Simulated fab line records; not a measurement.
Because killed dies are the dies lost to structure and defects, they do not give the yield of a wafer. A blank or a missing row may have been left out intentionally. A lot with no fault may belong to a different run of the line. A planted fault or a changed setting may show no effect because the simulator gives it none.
Which tool did it? :: flow sky130 :: 72 wafers from 24 lots sampled at 5 of the route's 708 steps

== WHAT THE GAUGES SHOWED, per wafer ==
SKY_VIA3_RS_MEAS_22: a four-point-probe measurement.
lot: L074
measured: day 40 13:02
on: film-metro-04
VIA3_W_RS (ohm/sq): 0.288 0.292 0.290

lot: L075
measured: day 41 00:46
on: film-metro-03
VIA3_W_RS (ohm/sq): 0.298 0.301 0.302

lot: L076
measured: day 41 05:02
on: film-metro-02
VIA3_W_RS (ohm/sq): 0.287 0.291 0.288

lot: L077
measured: day 41 11:04
on: film-metro-03
VIA3_W_RS (ohm/sq): 0.299 0.296 0.302

lot: L078
measured: day 42 06:09
on: film-metro-04
VIA3_W_RS (ohm/sq): 0.291 0.298 0.297

lot: L079
measured: day 42 11:08
on: film-metro-04
VIA3_W_RS (ohm/sq): 0.297 0.296 0.296

lot: L080
measured: day 42 16:18
on: film-metro-03
VIA3_W_RS (ohm/sq): 0.290 0.290 0.292

lot: L081
measured: day 42 17:55
on: film-metro-03
VIA3_W_RS (ohm/sq): 0.286 0.291 0.290

lot: L082
measured: day 43 09:19
on: film-metro-04
VIA3_W_RS (ohm/sq): 0.289 0.296 0.290

lot: L083
measured: day 43 11:14
on: film-metro-03
VIA3_W_RS (ohm/sq): 0.293 0.291 0.295

lot: L084
measured: day 43 14:20
on: film-metro-02
VIA3_W_RS (ohm/sq): 0.298 0.300 0.299

lot: L085
measured: day 43 17:35
on: film-metro-03
VIA3_W_RS (ohm/sq): 0.298 0.291 0.298

lot: L086
measured: day 44 05:17
on: film-metro-04
VIA3_W_RS (ohm/sq): 0.291 0.290 0.295

lot: L088
measured: day 44 13:09
on: film-metro-04
VIA3_W_RS (ohm/sq): 0.296 0.297 0.300

lot: L087
measured: day 44 14:28
on: film-metro-03
VIA3_W_RS (ohm/sq): 0.290 0.293 0.293

lot: L089
measured: day 44 15:50
on: film-metro-03
VIA3_W_RS (ohm/sq): 0.293 0.301 0.299

lot: L090
measured: day 44 22:44
on: film-metro-02
VIA3_W_RS (ohm/sq): 0.288 0.287 0.288

lot: L091
measured: day 45 01:35
on: film-metro-04
VIA3_W_RS (ohm/sq): 0.292 0.291 0.289

lot: L092
measured: day 45 10:39
on: film-metro-04
VIA3_W_RS (ohm/sq): 0.300 0.294 0.296

lot: L093
measured: day 45 16:34
on: film-metro-04
VIA3_W_RS (ohm/sq): 0.303 0.297 0.298

lot: L094
measured: day 45 18:49
on: film-metro-04
VIA3_W_RS (ohm/sq): 0.295 0.297 0.300

lot: L095
measured: day 45 23:18
on: film-metro-02
VIA3_W_RS (ohm/sq): 0.293 0.295 0.295

lot: L096
measured: day 46 08:57
on: film-metro-04
VIA3_W_RS (ohm/sq): 0.298 0.297 0.296

lot: L097
measured: day 46 18:29
on: film-metro-04
VIA3_W_RS (ohm/sq): 0.299 0.295 0.298

== WHICH TOOL RAN EACH LOT (tool, then ch and the chambers of the sampled wafers, then the start) ==
lot: L074
SKY_CONTACT_SPUTTER_23: pvd-sputter-04, day 32 09:19
SKY_VIA1_ETCH_14: rie-diel-02 ch 0,2,3, day 34 17:52
SKY_METAL3_DESCUM_15: rie-metal-01 ch 0,1, day 39 09:30
SKY_METAL3_ETCH_16: rie-metal-01 ch 0,1, day 39 09:32

lot: L075
SKY_CONTACT_SPUTTER_23: pvd-sputter-04, day 32 17:58
SKY_VIA1_ETCH_14: rie-diel-02 ch 0,1,3, day 35 03:01
SKY_METAL3_DESCUM_15: rie-metal-01 ch 1, day 39 21:22
SKY_METAL3_ETCH_16: rie-metal-01 ch 1, day 39 21:26

lot: L076
SKY_CONTACT_SPUTTER_23: pvd-sputter-04, day 33 01:19
SKY_VIA1_ETCH_14: rie-diel-03 ch 2,3, day 35 10:16
SKY_METAL3_DESCUM_15: rie-metal-03 ch 0,1, day 40 01:43
SKY_METAL3_ETCH_16: rie-metal-03 ch 0,1, day 40 01:46

lot: L077
SKY_CONTACT_SPUTTER_23: pvd-sputter-04, day 33 07:37
SKY_VIA1_ETCH_14: rie-diel-04 ch 0,2,3, day 35 16:20
SKY_METAL3_DESCUM_15: rie-metal-04 ch 0,1, day 40 07:13
SKY_METAL3_ETCH_16: rie-metal-04 ch 0,1, day 40 07:16

lot: L078
SKY_CONTACT_SPUTTER_23: pvd-sputter-04, day 34 03:04
SKY_VIA1_ETCH_14: rie-diel-03 ch 0,1,3, day 36 13:14
SKY_METAL3_DESCUM_15: rie-metal-04 ch 0,1, day 41 02:55
SKY_METAL3_ETCH_16: rie-metal-04 ch 0,1, day 41 02:57

lot: L079
SKY_CONTACT_SPUTTER_23: pvd-sputter-04, day 34 09:01
SKY_VIA1_ETCH_14: rie-diel-03 ch 0,1, day 36 17:51
SKY_METAL3_DESCUM_15: rie-metal-04 ch 0,1, day 41 08:10
SKY_METAL3_ETCH_16: rie-metal-04 ch 0,1, day 41 08:13

lot: L080
SKY_CONTACT_SPUTTER_23: pvd-sputter-03, day 34 17:10
SKY_VIA1_ETCH_14: rie-diel-04 ch 0,1,2, day 37 00:37
SKY_METAL3_DESCUM_15: rie-metal-01 ch 1, day 41 12:21
SKY_METAL3_ETCH_16: rie-metal-01 ch 1, day 41 12:25

lot: L081
SKY_CONTACT_SPUTTER_23: pvd-sputter-01, day 34 18:58
SKY_VIA1_ETCH_14: rie-diel-03 ch 1,2,3, day 37 03:26
SKY_METAL3_DESCUM_15: rie-metal-03 ch 0, day 41 15:20
SKY_METAL3_ETCH_16: rie-metal-03 ch 0, day 41 15:25

lot: L082
SKY_CONTACT_SPUTTER_23: pvd-sputter-03, day 35 10:34
SKY_VIA1_ETCH_14: rie-diel-03 ch 0,3, day 37 19:29
SKY_METAL3_DESCUM_15: rie-metal-01 ch 1, day 42 06:51
SKY_METAL3_ETCH_16: rie-metal-01 ch 1, day 42 06:55

lot: L083
SKY_CONTACT_SPUTTER_23: pvd-sputter-04, day 35 12:36
SKY_VIA1_ETCH_14: rie-diel-02 ch 0,1,3, day 37 20:51
SKY_METAL3_DESCUM_15: rie-metal-01 ch 1, day 42 08:48
SKY_METAL3_ETCH_16: rie-metal-01 ch 1, day 42 08:52

lot: L084
SKY_CONTACT_SPUTTER_23: pvd-sputter-04, day 35 14:30
SKY_VIA1_ETCH_14: rie-diel-03 ch 0,1, day 37 23:36
SKY_METAL3_DESCUM_15: rie-metal-04 ch 0,1, day 42 10:35
SKY_METAL3_ETCH_16: rie-metal-04 ch 0,1, day 42 10:38

lot: L085
SKY_CONTACT_SPUTTER_23: pvd-sputter-01, day 35 20:34
SKY_VIA1_ETCH_14: rie-diel-03 ch 0,2, day 38 04:18
SKY_METAL3_DESCUM_15: rie-metal-01 ch 1, day 42 14:25
SKY_METAL3_ETCH_16: rie-metal-01 ch 1, day 42 14:31

lot: L086
SKY_CONTACT_SPUTTER_23: pvd-sputter-03, day 36 10:58
SKY_VIA1_ETCH_14: rie-diel-04 ch 0,1,3, day 38 18:15
SKY_METAL3_DESCUM_15: rie-metal-01 ch 1, day 43 02:50
SKY_METAL3_ETCH_16: rie-metal-01 ch 1, day 43 02:58

lot: L088
SKY_CONTACT_SPUTTER_23: pvd-sputter-01, day 36 16:40
SKY_VIA1_ETCH_14: rie-diel-04 ch 0,2,3, day 39 00:38
SKY_METAL3_DESCUM_15: rie-metal-01 ch 1, day 43 10:28
SKY_METAL3_ETCH_16: rie-metal-01 ch 1, day 43 10:32

lot: L087
SKY_CONTACT_SPUTTER_23: pvd-sputter-01, day 36 17:46
SKY_VIA1_ETCH_14: rie-diel-03 ch 0,2,3, day 39 02:34
SKY_METAL3_DESCUM_15: rie-metal-01 ch 1, day 43 11:37
SKY_METAL3_ETCH_16: rie-metal-01 ch 1, day 43 11:41

lot: L089
SKY_CONTACT_SPUTTER_23: pvd-sputter-04, day 36 19:02
SKY_VIA1_ETCH_14: rie-diel-02 ch 1,2, day 39 02:48
SKY_METAL3_DESCUM_15: rie-metal-03 ch 0,1, day 43 12:49
SKY_METAL3_ETCH_16: rie-metal-03 ch 0,1, day 43 12:52

lot: L090
SKY_CONTACT_SPUTTER_23: pvd-sputter-03, day 37 06:58
SKY_VIA1_ETCH_14: rie-diel-04 ch 0,2,3, day 39 12:39
SKY_METAL3_DESCUM_15: rie-metal-01 ch 1, day 43 20:02
SKY_METAL3_ETCH_16: rie-metal-01 ch 1, day 43 20:07

lot: L091
SKY_CONTACT_SPUTTER_23: pvd-sputter-01, day 37 11:10
SKY_VIA1_ETCH_14: rie-diel-03 ch 0,2,3, day 39 17:15
SKY_METAL3_DESCUM_15: rie-metal-04 ch 0,1, day 44 00:16
SKY_METAL3_ETCH_16: rie-metal-04 ch 0,1, day 44 00:19

lot: L092
SKY_CONTACT_SPUTTER_23: pvd-sputter-04, day 37 19:03
SKY_VIA1_ETCH_14: rie-diel-04 ch 0,1,3, day 40 01:22
SKY_METAL3_DESCUM_15: rie-metal-01 ch 1, day 44 08:13
SKY_METAL3_ETCH_16: rie-metal-01 ch 1, day 44 08:17

lot: L093
SKY_CONTACT_SPUTTER_23: pvd-sputter-01, day 38 00:29
SKY_VIA1_ETCH_14: rie-diel-02 ch 0,2,3, day 40 07:23
SKY_METAL3_DESCUM_15: rie-metal-04 ch 0,1, day 44 14:48
SKY_METAL3_ETCH_16: rie-metal-04 ch 0,1, day 44 14:50

lot: L094
SKY_CONTACT_SPUTTER_23: pvd-sputter-04, day 38 06:24
SKY_VIA1_ETCH_14: rie-diel-03 ch 1,2,3, day 40 11:03
SKY_METAL3_DESCUM_15: rie-metal-04 ch 0,1, day 44 18:01
SKY_METAL3_ETCH_16: rie-metal-04 ch 0,1, day 44 18:04

lot: L095
SKY_CONTACT_SPUTTER_23: pvd-sputter-04, day 38 12:11
SKY_VIA1_ETCH_14: rie-diel-03 ch 0,2, day 40 18:50
SKY_METAL3_DESCUM_15: rie-metal-04 ch 0,1, day 44 22:59
SKY_METAL3_ETCH_16: rie-metal-04 ch 0,1, day 44 23:02

lot: L096
SKY_CONTACT_SPUTTER_23: pvd-sputter-01, day 38 20:55
SKY_VIA1_ETCH_14: rie-diel-04 ch 0,1,2, day 41 02:29
SKY_METAL3_DESCUM_15: rie-metal-01 ch 1, day 45 08:19
SKY_METAL3_ETCH_16: rie-metal-01 ch 1, day 45 08:23

lot: L097
SKY_CONTACT_SPUTTER_23: pvd-sputter-03, day 39 06:45
SKY_VIA1_ETCH_14: rie-diel-04 ch 2,3, day 41 12:10
SKY_METAL3_DESCUM_15: rie-metal-03 ch 0,1, day 45 17:43
SKY_METAL3_ETCH_16: rie-metal-03 ch 0,1, day 45 17:46
- SKY_CONTACT_SPUTTER_23: material TiN, target thk 20 nm, time 80 s.
- SKY_VIA1_ETCH_14: etches BARC in N2/H2, stops on SiO2, time 45.9 s, target depth 60 nm.
- SKY_METAL3_DESCUM_15: chemistry O2, time 8 s.
- SKY_METAL3_ETCH_16: etches BARC in N2/H2, stops on SiO2, time 88.2 s, target depth 60 nm.

== WHAT THE TOOLS THEMSELVES READ (means of the sampled wafers that have a number; where no wafer has one, the mark that the record gives instead) ==
SKY_CONTACT_SPUTTER_23.
lot: L074
tool: pvd-sputter-04
throttle-valve-pct (%): 31.6

lot: L075
tool: pvd-sputter-04
throttle-valve-pct (%): 31.4

lot: L076
tool: pvd-sputter-04
throttle-valve-pct (%): 30.8

lot: L077
tool: pvd-sputter-04
throttle-valve-pct (%): 31.5

lot: L078
tool: pvd-sputter-04
throttle-valve-pct (%): 31.5

lot: L079
tool: pvd-sputter-04
throttle-valve-pct (%): 31.8

lot: L080
tool: pvd-sputter-03
throttle-valve-pct (%): 29.2

lot: L081
tool: pvd-sputter-01
throttle-valve-pct (%): 28.8

lot: L082
tool: pvd-sputter-03
throttle-valve-pct (%): 29.0

lot: L083
tool: pvd-sputter-04
throttle-valve-pct (%): 30.9

lot: L084
tool: pvd-sputter-04
throttle-valve-pct (%): 31.0

lot: L085
tool: pvd-sputter-01
throttle-valve-pct (%): 29.4

lot: L086
tool: pvd-sputter-03
throttle-valve-pct (%): 29.3

lot: L088
tool: pvd-sputter-01
throttle-valve-pct (%): 29.4

lot: L087
tool: pvd-sputter-01
throttle-valve-pct (%): 29.0

lot: L089
tool: pvd-sputter-04
throttle-valve-pct (%): 31.3

lot: L090
tool: pvd-sputter-03
throttle-valve-pct (%): 29.2

lot: L091
tool: pvd-sputter-01
throttle-valve-pct (%): 28.7

lot: L092
tool: pvd-sputter-04
throttle-valve-pct (%): 31.1

lot: L093
tool: pvd-sputter-01
throttle-valve-pct (%): 28.7

lot: L094
tool: pvd-sputter-04
throttle-valve-pct (%): 31.3

lot: L095
tool: pvd-sputter-04
throttle-valve-pct (%): 31.2

lot: L096
tool: pvd-sputter-01
throttle-valve-pct (%): 29.3

lot: L097
tool: pvd-sputter-03
throttle-valve-pct (%): 28.9

SKY_VIA1_ETCH_14.
lot: L074
tool: rie-diel-02
drypump-motor-current-A (A): 6.3
oes-product-au (a.u.): 0.862
throttle-valve-pct (%): 13.225

lot: L075
tool: rie-diel-02
drypump-motor-current-A (A): 5.9
oes-product-au (a.u.): 0.855
throttle-valve-pct (%): 13.227

lot: L076
tool: rie-diel-03
drypump-motor-current-A (A): 5.3
oes-product-au (a.u.): 0.853
throttle-valve-pct (%): 13.227

lot: L077
tool: rie-diel-04
drypump-motor-current-A (A): 5.7
oes-product-au (a.u.): 0.856
throttle-valve-pct (%): 13.233

lot: L078
tool: rie-diel-03
drypump-motor-current-A (A): 5.7
oes-product-au (a.u.): 0.859
throttle-valve-pct (%): 13.224

lot: L079
tool: rie-diel-03
drypump-motor-current-A (A): 5.4
oes-product-au (a.u.): 0.856
throttle-valve-pct (%): 13.224

lot: L080
tool: rie-diel-04
drypump-motor-current-A (A): 6.1
oes-product-au (a.u.): 0.851
throttle-valve-pct (%): 13.229

lot: L081
tool: rie-diel-03
drypump-motor-current-A (A): 5.4
oes-product-au (a.u.): 0.851
throttle-valve-pct (%): 13.235

lot: L082
tool: rie-diel-03
drypump-motor-current-A (A): 6.0
oes-product-au (a.u.): 0.853
throttle-valve-pct (%): 13.223

lot: L083
tool: rie-diel-02
drypump-motor-current-A (A): 5.9
oes-product-au (a.u.): 0.853
throttle-valve-pct (%): 13.222

lot: L084
tool: rie-diel-03
drypump-motor-current-A (A): 5.4
oes-product-au (a.u.): 0.854
throttle-valve-pct (%): 13.223

lot: L085
tool: rie-diel-03
drypump-motor-current-A (A): 5.3
oes-product-au (a.u.): 0.851
throttle-valve-pct (%): 13.223

lot: L086
tool: rie-diel-04
drypump-motor-current-A (A): 6.0
oes-product-au (a.u.): 0.854
throttle-valve-pct (%): 13.225

lot: L088
tool: rie-diel-04
drypump-motor-current-A (A): 5.7
oes-product-au (a.u.): 0.857
throttle-valve-pct (%): 13.225

lot: L087
tool: rie-diel-03
drypump-motor-current-A (A): 5.7
oes-product-au (a.u.): 0.856
throttle-valve-pct (%): 13.230

lot: L089
tool: rie-diel-02
drypump-motor-current-A (A): 5.9
oes-product-au (a.u.): 0.854
throttle-valve-pct (%): 13.225

lot: L090
tool: rie-diel-04
drypump-motor-current-A (A): 5.7
oes-product-au (a.u.): 0.855
throttle-valve-pct (%): 13.224

lot: L091
tool: rie-diel-03
drypump-motor-current-A (A): 5.7
oes-product-au (a.u.): 0.859
throttle-valve-pct (%): 13.228

lot: L092
tool: rie-diel-04
drypump-motor-current-A (A): 6.0
oes-product-au (a.u.): 0.854
throttle-valve-pct (%): 13.217

lot: L093
tool: rie-diel-02
drypump-motor-current-A (A): 6.3
oes-product-au (a.u.): 0.856
throttle-valve-pct (%): 13.217

lot: L094
tool: rie-diel-03
drypump-motor-current-A (A): 5.4
oes-product-au (a.u.): 0.852
throttle-valve-pct (%): 13.224

lot: L095
tool: rie-diel-03
drypump-motor-current-A (A): 5.3
oes-product-au (a.u.): 0.856
throttle-valve-pct (%): 13.230

lot: L096
tool: rie-diel-04
drypump-motor-current-A (A): 6.1
oes-product-au (a.u.): 0.856
throttle-valve-pct (%): 13.221

lot: L097
tool: rie-diel-04
drypump-motor-current-A (A): 5.3
oes-product-au (a.u.): 0.857
throttle-valve-pct (%): 13.229

SKY_METAL3_DESCUM_15.
lot: L074
tool: rie-metal-01
drypump-motor-current-A (A): 5.4
oes-product-au (a.u.): 1.006

lot: L075
tool: rie-metal-01
drypump-motor-current-A (A): 4.9
oes-product-au (a.u.): 1.000

lot: L076
tool: rie-metal-03
drypump-motor-current-A (A): 6.1
oes-product-au (a.u.): 0.994

lot: L077
tool: rie-metal-04
drypump-motor-current-A (A): 5.9
oes-product-au (a.u.): 0.997

lot: L078
tool: rie-metal-04
drypump-motor-current-A (A): 6.2
oes-product-au (a.u.): 0.997

lot: L079
tool: rie-metal-04
drypump-motor-current-A (A): 6.2
oes-product-au (a.u.): 0.985

lot: L080
tool: rie-metal-01
drypump-motor-current-A (A): 4.8
oes-product-au (a.u.): 1.006

lot: L081
tool: rie-metal-03
drypump-motor-current-A (A): 6.2
oes-product-au (a.u.): 0.984

lot: L082
tool: rie-metal-01
drypump-motor-current-A (A): 4.8
oes-product-au (a.u.): 1.007

lot: L083
tool: rie-metal-01
drypump-motor-current-A (A): 4.8
oes-product-au (a.u.): 0.995

lot: L084
tool: rie-metal-04
drypump-motor-current-A (A): 6.2
oes-product-au (a.u.): 0.995

lot: L085
tool: rie-metal-01
drypump-motor-current-A (A): 4.8
oes-product-au (a.u.): 0.997

lot: L086
tool: rie-metal-01
drypump-motor-current-A (A): 4.8
oes-product-au (a.u.): 1.004

lot: L088
tool: rie-metal-01
drypump-motor-current-A (A): 4.8
oes-product-au (a.u.): 1.000

lot: L087
tool: rie-metal-01
drypump-motor-current-A (A): 4.8
oes-product-au (a.u.): 1.004

lot: L089
tool: rie-metal-03
drypump-motor-current-A (A): 5.9
oes-product-au (a.u.): 1.007

lot: L090
tool: rie-metal-01
drypump-motor-current-A (A): 4.8
oes-product-au (a.u.): 0.997

lot: L091
tool: rie-metal-04
drypump-motor-current-A (A): 6.2
oes-product-au (a.u.): 0.995

lot: L092
tool: rie-metal-01
drypump-motor-current-A (A): 4.8
oes-product-au (a.u.): 0.997

lot: L093
tool: rie-metal-04
drypump-motor-current-A (A): 6.0
oes-product-au (a.u.): 0.989

lot: L094
tool: rie-metal-04
drypump-motor-current-A (A): 6.2
oes-product-au (a.u.): 0.992

lot: L095
tool: rie-metal-04
drypump-motor-current-A (A): 5.9
oes-product-au (a.u.): 0.993

lot: L096
tool: rie-metal-01
drypump-motor-current-A (A): 4.8
oes-product-au (a.u.): 1.012

lot: L097
tool: rie-metal-03
drypump-motor-current-A (A): 5.9
oes-product-au (a.u.): 0.996

SKY_METAL3_ETCH_16.
lot: L074
tool: rie-metal-01
drypump-motor-current-A (A): 5.3
oes-product-au (a.u.): 0.632
throttle-valve-pct (%): 13.203

lot: L075
tool: rie-metal-01
drypump-motor-current-A (A): 4.8
oes-product-au (a.u.): 0.624
throttle-valve-pct (%): 13.206

lot: L076
tool: rie-metal-03
drypump-motor-current-A (A): 6.1
oes-product-au (a.u.): 0.622
throttle-valve-pct (%): 13.202

lot: L077
tool: rie-metal-04
drypump-motor-current-A (A): 5.9
oes-product-au (a.u.): 0.624
throttle-valve-pct (%): 13.205

lot: L078
tool: rie-metal-04
drypump-motor-current-A (A): 6.2
oes-product-au (a.u.): 0.624
throttle-valve-pct (%): 13.201

lot: L079
tool: rie-metal-04
drypump-motor-current-A (A): 6.2
oes-product-au (a.u.): 0.628
throttle-valve-pct (%): 13.199

lot: L080
tool: rie-metal-01
drypump-motor-current-A (A): 4.8
oes-product-au (a.u.): 0.631
throttle-valve-pct (%): 13.203

lot: L081
tool: rie-metal-03
drypump-motor-current-A (A): 6.2
oes-product-au (a.u.): 0.627
throttle-valve-pct (%): 13.200

lot: L082
tool: rie-metal-01
drypump-motor-current-A (A): 4.8
oes-product-au (a.u.): 0.621
throttle-valve-pct (%): 13.200

lot: L083
tool: rie-metal-01
drypump-motor-current-A (A): 4.9
oes-product-au (a.u.): 0.630
throttle-valve-pct (%): 13.198

lot: L084
tool: rie-metal-04
drypump-motor-current-A (A): 6.2
oes-product-au (a.u.): 0.628
throttle-valve-pct (%): 13.207

lot: L085
tool: rie-metal-01
drypump-motor-current-A (A): 4.8
oes-product-au (a.u.): 0.629
throttle-valve-pct (%): 13.202

lot: L086
tool: rie-metal-01
drypump-motor-current-A (A): 4.8
oes-product-au (a.u.): 0.623
throttle-valve-pct (%): 13.210

lot: L088
tool: rie-metal-01
drypump-motor-current-A (A): 4.8
oes-product-au (a.u.): 0.623
throttle-valve-pct (%): 13.202

lot: L087
tool: rie-metal-01
drypump-motor-current-A (A): 4.9
oes-product-au (a.u.): 0.628
throttle-valve-pct (%): 13.211

lot: L089
tool: rie-metal-03
drypump-motor-current-A (A): 5.9
oes-product-au (a.u.): 0.625
throttle-valve-pct (%): 13.208

lot: L090
tool: rie-metal-01
drypump-motor-current-A (A): 4.8
oes-product-au (a.u.): 0.626
throttle-valve-pct (%): 13.203

lot: L091
tool: rie-metal-04
drypump-motor-current-A (A): 6.2
oes-product-au (a.u.): 0.628
throttle-valve-pct (%): 13.210

lot: L092
tool: rie-metal-01
drypump-motor-current-A (A): 4.8
oes-product-au (a.u.): 0.622
throttle-valve-pct (%): 13.202

lot: L093
tool: rie-metal-04
drypump-motor-current-A (A): 6.0
oes-product-au (a.u.): 0.631
throttle-valve-pct (%): 13.202

lot: L094
tool: rie-metal-04
drypump-motor-current-A (A): 6.2
oes-product-au (a.u.): 0.623
throttle-valve-pct (%): 13.210

lot: L095
tool: rie-metal-04
drypump-motor-current-A (A): 5.9
oes-product-au (a.u.): 0.622
throttle-valve-pct (%): 13.199

lot: L096
tool: rie-metal-01
drypump-motor-current-A (A): 4.9
oes-product-au (a.u.): 0.627
throttle-valve-pct (%): 13.206

lot: L097
tool: rie-metal-03
drypump-motor-current-A (A): 5.9
oes-product-au (a.u.): 0.629
throttle-valve-pct (%): 13.201

== THE ANSWER, worked out from the rows above alone ==
Rule: the lots themselves supply what counts as usual. The widest of any qualifying gaps counts: lots, ordered by their means at a reading, are off when they make up no more than a third of the lots, leave a main group of 4 or more, and stand apart from it by 3 or more times the standard deviation of that group's means. The tables above print the reading to a certain number of digits; a main group whose means all agree to those digits is not used. A lot without any number at a reading at which 4 lots or more have one is off too. Where the step has rows for the other lots, those lots are counted as sound. The gauges are gone through in route order, then the tools' own readings, and for those a lot's mean is taken as printed above. At the first step where some lot is off, the reading lying furthest off is the one used; lots without a number count as furthest.
None of the lots is off at any reading shown; this tells nothing.

== WHAT THE SIMULATOR PUT IN ==
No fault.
